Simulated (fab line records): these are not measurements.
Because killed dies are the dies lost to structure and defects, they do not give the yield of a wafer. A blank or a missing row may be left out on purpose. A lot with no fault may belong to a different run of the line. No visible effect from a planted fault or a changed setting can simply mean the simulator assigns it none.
A lot that was struck, set against a sound lot	flow sky130	16 steps out of a route of 708
Sound: the wafers L743.1, L743.2, L743.3. The struck wafers were L731.1, L731.4, L731.5. The cause comes at the end.
Order at every step that has rows: each side's tool, ch and its chambers, its first start. Under that, the readings that differ: sound wafers	struck wafers	difference of the means	sigmas: that difference in standard deviations of wafers without a fault.
alike: same words and numbers on both sides, and readings whose means sit less than 2 such deviations apart. not compared: any withheld reading, any reading some wafer has no value for, any bound like >300 that may hide the same value, and any number with overlapping values for which the record gives no deviation.
Wherever a step has rows on one side only, a row that says differs or no value, or a row with sigmas, the two part there. When numbers do not overlap yet have no deviation, they are printed without sigmas and do not part them. Lack of a reading on every wafer of one side parts them only where that side has two or more wafers.

SKY_METAL1_THK_MEAS_06: measures by xrf.
  sound on film-metro-03, day 37 19:34; struck on film-metro-03, day 34 02:55
  alike: METAL1_ALCU_THK
then, 8 steps without rows for these wafers: SKY_METAL1_DEHYDRATE_07 (time 60 s); SKY_METAL1_HMDS_08 (prime time 60 s); SKY_METAL1_COAT_09 (resist thk 60 nm); SKY_METAL1_COAT_10 (resist thk 450 nm); SKY_METAL1_SOFTBAKE_11 (time 90 s); SKY_METAL1_EXPOSE_12 (exposes mask MM1, target cd 140 nm); SKY_METAL1_PEB_13; SKY_METAL1_DEVELOP_14 (develop time 60 s).
SKY_METAL1_CD_MEAS_15: the cd target is 140 nm.
  sound on cd-sem-01, day 38 20:43; struck on cd-sem-02, day 35 04:51
  alike: cd-nm
SKY_METAL1_OVL_MEAS_16:
  sound on overlay-01, day 38 20:50; struck on overlay-02, day 35 04:58
reading	sound	struck	difference	sigmas
METAL1_OVL (nm)	-7 -6 -6	5 5 7	+12	+2
SKY_METAL1_DESCUM_17: chemistry O2, time 8 s.
  sound on rie-metal-01 ch 0,1, day 38 20:52; struck on rie-metal-03 ch 0,1, day 35 05:01
  alike: drypump-motor-current-A, oes-product-au
  not compared: rf-hours-counter-h
SKY_METAL1_ETCH_18: etches BARC in N2/H2, stops on SiO2, time 45.9 s, target depth 60 nm.
  sound on rie-metal-01 ch 0,1, day 38 20:54; struck on rie-metal-03 ch 0,1, day 35 05:02
reading	sound	struck	difference	sigmas
rf-fwd-power-W (W)	493.2 496.9 494.1	576.3 574.9 572.8	+79.9	+50
model.KrF-thick_of_METAL1_COAT_10.thk-nm (nm)	395.7 396.5 395.9	388.2 388.6 388.5	-7.6	
  alike: drypump-motor-current-A, oes-product-au, throttle-valve-pct
  not compared: rf-hours-counter-h
SKY_METAL1_METAL_ETCH_19: etches the open film in Cl2/BCl3, stops on SiO2, target depth 360 nm, time 78 s.
  sound on rie-metal-01 ch 0,1, day 38 20:58; struck on rie-metal-03 ch 0,1, day 35 05:06
reading	sound	struck	difference	sigmas
model.KrF-thick_of_METAL1_COAT_10.thk-nm (nm)	163.5 161 164.8	150 157.2 153.8	-9	
  alike: drypump-motor-current-A, oes-product-au, rf-fwd-power-W, throttle-valve-pct
  not compared: rf-hours-counter-h
SKY_METAL1_STRIP_20: strips in O2/N2.
  sound on plasma-asher-04 ch 0,1, day 38 21:04; struck on plasma-asher-01 ch 0,1, day 35 05:11
reading	sound	struck	difference	sigmas
strip-time-to-endpoint-s (s)	2.75 2.73 2.77	2.62 2.68 2.65	-0.10	-3
  alike: drypump-motor-current-A, oes-product-au
  not compared: rf-hours-counter-h
following that, these wafers have no rows for 1 step: SKY_PAD_OPEN_PROBE_99.

== WHERE THEY PART ==
At SKY_METAL1_OVL_MEAS_16 first; at SKY_METAL1_STRIP_20 last (within this record only).

WHY: what had been put in by the simulator
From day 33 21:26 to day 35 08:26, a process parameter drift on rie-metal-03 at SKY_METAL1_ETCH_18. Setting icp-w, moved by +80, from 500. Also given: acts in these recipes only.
